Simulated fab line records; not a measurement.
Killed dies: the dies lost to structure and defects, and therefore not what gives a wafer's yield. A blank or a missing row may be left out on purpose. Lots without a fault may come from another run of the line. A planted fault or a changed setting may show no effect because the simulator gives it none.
Which of the tools did it? + flow sfq-line + 41 wafers sampled from 14 lots at 1 step of a route of 325

WHAT EACH GAUGE READ, for each wafer
Not one reading of a measure or inspect step in the record can be checked against a usual standard deviation.

WHICH TOOL RAN EACH LOT (tool, then ch and the chambers of the sampled wafers, then the start)
| lot  | SFQ_TRILAYER_I7_CMP_CMP_184   |
|------|-------------------------------|
| L952 | cmp-01 ch 0,3, day 63 23:36   |
| L953 | cmp-01 ch 0,2, day 64 10:36   |
| L954 | cmp-01 ch 0,2,3, day 64 14:24 |
| L955 | cmp-02 ch 1,2, day 65 15:53   |
| L957 | cmp-02 ch 0,1,2, day 65 20:54 |
| L965 | cmp-02 ch 0,2, day 67 02:55   |
| L966 | cmp-02 ch 1,2, day 67 05:55   |
| L968 | cmp-02 ch 1,2, day 67 08:25   |
| L969 | cmp-01 ch 1,2, day 67 12:48   |
| L970 | cmp-02 ch 2,3, day 68 03:55   |
| L971 | cmp-02 ch 0,2,3, day 68 06:55 |
| L972 | cmp-01 ch 0,1,3, day 68 07:48 |
| L973 | cmp-01 ch 0,2,3, day 72 03:43 |
| L975 | cmp-02 ch 1,2,3, day 72 20:06 |
- SFQ_TRILAYER_I7_CMP_CMP_184: polishes SiO2.

WHAT THE TOOLS THEMSELVES READ (means of the sampled wafers that have a number; where no wafer has one, the mark that the record gives instead)
SFQ_TRILAYER_I7_CMP_CMP_184. Usual: head-pressure-psi 3.000 psi, standard deviation 0.0069; motor-current-A 10.5 A, standard deviation 0.98; slurry-filter-dp-kPa 13.51 kPa, standard deviation 0.15; time-to-endpoint-s 221 s, standard deviation 6.6.
| lot  | tool   | head-pressure-psi (psi) | motor-current-A (A) | slurry-filter-dp-kPa (kPa) | time-to-endpoint-s (s) | flag |
|------|--------|-------------------------|---------------------|----------------------------|------------------------|------|
| L952 | cmp-01 | 3.005                   | 12.0                | 13.52                      | 224                    |      |
| L953 | cmp-01 | 3.053                   | 10.4                | 13.73                      | 218                    | OFF  |
| L954 | cmp-01 | 3.039                   | 10.9                | 13.38                      | 210                    | OFF  |
| L955 | cmp-02 | 3.003                   | 10.3                | 13.68                      | 229                    |      |
| L957 | cmp-02 | 3.001                   | 10.6                | 13.54                      | 218                    |      |
| L965 | cmp-02 | 3.002                   | 10.7                | 13.54                      | 225                    |      |
| L966 | cmp-02 | 2.992                   | 10.7                | 13.63                      | 219                    |      |
| L968 | cmp-02 | 3.000                   | 10.4                | 13.70                      | 224                    |      |
| L969 | cmp-01 | 3.006                   | 9.6                 | 13.59                      | 216                    |      |
| L970 | cmp-02 | 2.993                   | 10.1                | 13.48                      | 222                    |      |
| L971 | cmp-02 | 3.000                   | 10.3                | 13.57                      | 223                    |      |
| L972 | cmp-01 | 3.003                   | 11.2                | 13.46                      | 223                    |      |
| L973 | cmp-01 | 2.999                   | 10.8                | 13.61                      | 230                    |      |
| L975 | cmp-02 | 3.001                   | 9.9                 | 13.41                      | 223                    |      |

THE ANSWER, worked out from the rows above alone
Rule: take the mean of a lot's wafers that have a number; if it is more than 3 standard deviations from the usual mean, the lot is off. Also off: a lot with no number at a reading for which 4 or more lots have one. Any other lot the step has rows for is counted as sound. The gauges are gone through in route order, then the tools' own readings, and for those a lot's mean is taken as printed above. The first step at which some lot is off is used, and at that step the reading that is off furthest; a lot without a number counts as furthest.
Off: L953, L954 (SFQ_TRILAYER_I7_CMP_CMP_184, head-pressure-psi).
A tool fits if, at that step or a process step before it, it ran every lot that is off, and no sound lot after the first of them. Of those tried, none fits.

WHAT WAS PUT IN BY THE SIMULATOR
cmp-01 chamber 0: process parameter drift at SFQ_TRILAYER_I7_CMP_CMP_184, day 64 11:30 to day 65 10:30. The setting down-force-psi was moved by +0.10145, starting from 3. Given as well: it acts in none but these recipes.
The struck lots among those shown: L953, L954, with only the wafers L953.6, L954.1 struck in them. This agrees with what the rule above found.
